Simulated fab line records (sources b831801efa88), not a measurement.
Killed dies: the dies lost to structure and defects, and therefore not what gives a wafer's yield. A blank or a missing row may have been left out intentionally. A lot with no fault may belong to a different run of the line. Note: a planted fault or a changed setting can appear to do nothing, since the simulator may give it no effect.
Which tool is to blame?    flow gf180mcu    Sampling: 6 lots, 18 wafers, 3 of 602 route steps

## WHAT THE GAUGES READ, wafer by wafer
GF_SAB_THK_MEAS_01.
lot   measured      on            SAB_CVD_00_THK (nm)
L157  day 14 07:22  filmMetro-04  50.1 50.2 50.8
L164  day 17 03:04  filmMetro-01  49.2 42.0 48.6
L171  day 19 17:08  filmMetro-01  49.0 50.3 50.9
L173  day 20 07:58  filmMetro-02  50.0 50.6 51.4
L175  day 21 01:02  filmMetro-04  51.3 50.8 49.5
L177  day 21 14:49  filmMetro-02  48.7 49.2 50.1

## WHAT TOOL EACH LOT RAN ON (gives the tool, then ch and the chambers of the sampled wafers, and finally the start)
lot   GF_PSD_RTA_13                    GF_SAB_CVD_00
L157  rtpAnneal-01 ch 0, day 14 07:02  pecvd-04 ch 0,2, day 14 07:20
L164  rtpAnneal-02 ch 0, day 17 02:43  pecvd-01 ch 0,1,2, day 17 03:03
L171  rtpAnneal-01 ch 0, day 19 16:47  pecvd-03 ch 0,1,2, day 19 17:06
L173  rtpAnneal-02 ch 0, day 20 07:38  pecvd-01 ch 1,2, day 20 07:57
L175  rtpAnneal-02 ch 0, day 21 00:43  pecvd-03 ch 0,1,2, day 21 01:01
L177  rtpAnneal-01 ch 0, day 21 14:29  pecvd-04 ch 0,2, day 21 14:48
- GF_PSD_RTA_13: time 20 s.
- GF_SAB_CVD_00: deposits SiO2 from TEOS, target thk 50 nm, time 4.9302 s.

## THE ANSWER, worked out from the rows above alone
Rule: what is usual is taken from the lots themselves. Put in order of their means at a reading, lots are off if they are a third of the lots or fewer, leave a main group of 4 or more, and stand apart from it by a gap of 3 or more times the standard deviation of the main group's means; of several such gaps the widest counts. A main group is skipped when, at the precision printed for the reading in the tables above, its means are all equal. Also off: a lot with no number at a reading for which 4 or more lots have one. Any other lot the step has rows for is counted as sound.
Off: L164, seen at GF_SAB_THK_MEAS_01 (SAB_CVD_00_THK). For the main group the mean is 50.2 nm and the standard deviation 0.47.
A tool fits if, at a process step before that reading, it ran every lot that is off, and no sound lot after the first of them. Those tools and the gauges at GF_SAB_THK_MEAS_01 are tried in the same way. Of those tried, none fits.

## WHAT HAD BEEN PUT IN BY THE SIMULATOR
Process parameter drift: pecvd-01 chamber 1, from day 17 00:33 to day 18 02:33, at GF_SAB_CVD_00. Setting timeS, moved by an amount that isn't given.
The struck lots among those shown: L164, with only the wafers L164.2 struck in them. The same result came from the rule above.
